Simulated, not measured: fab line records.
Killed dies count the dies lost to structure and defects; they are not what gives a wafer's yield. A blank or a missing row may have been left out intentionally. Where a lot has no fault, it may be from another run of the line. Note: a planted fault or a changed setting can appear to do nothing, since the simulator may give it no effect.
Chamber matching | flow sfq line | 4 sister chambers for SFQ_TRILAYER_I1_CMP_CMP_046 on cmp-02
The step polishes SiO2. 8 wafers are shown with their chamber, then 7 later ones without.

## EACH WAFER AND ITS CHAMBER
wafer  | chamber | motor current A (A) | time to endpoint s (s)
L824.2 | 1       | 9.7                 | 217
L828.4 | 1       | 9.1                 | 210
L830.3 | 3       | 10.5                | 206
L830.5 | 3       | 10.6                | 221
L833.2 | 2       | 9.1                 | 212
L833.6 | 0       | 10.3                | 224
L835.1 | 0       | 9.8                 | 218
L835.4 | 2       | 9.1                 | 224

## WAFERS WITH NO CHAMBER GIVEN
wafer  | motor current A (A) | time to endpoint s (s)
L835.6 | 9.6                 | 228
L841.2 | 9.0                 | 209
L841.1 | 9.2                 | 226
L841.3 | 10.0                | 221
L843.1 | 9.1                 | 209
L843.5 | 9.2                 | 221
L843.6 | 10.1                | 219

## THE CHAMBER EACH PASSED THROUGH
wafer  | from the rows above          | in truth
L835.6 | can't be placed: 0 or 1 or 2 | 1
L841.2 | can't be placed: 2 or 1      | 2
L841.1 | can't be placed: 2 or 1      | 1
L841.3 | 0                            | 0
L843.1 | can't be placed: 2 or 1      | 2
L843.5 | can't be placed: 2 or 1      | 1
L843.6 | can't be placed: 0 or 3      | 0
1 of 7 placed correctly. Can't be placed from these rows: 6 (the true chamber is among the candidates in 6). Placed wrongly: 0.
How it was worked out, from the rows above alone: a wafer's distance from a chamber is the root of the sum, over the readings, of the square of ((its reading less the chamber's mean) divided by the reading's scatter). If the next closest chamber is less than 2 further off than the closest, the wafer can't be placed; otherwise it belongs to the closest. Each chamber's mean is taken over the wafers shown for it. How the scatter is found: for the shown wafers, subtract from each reading the mean of its chamber, square and add these, divide the total by (wafers less chambers), then take the root.
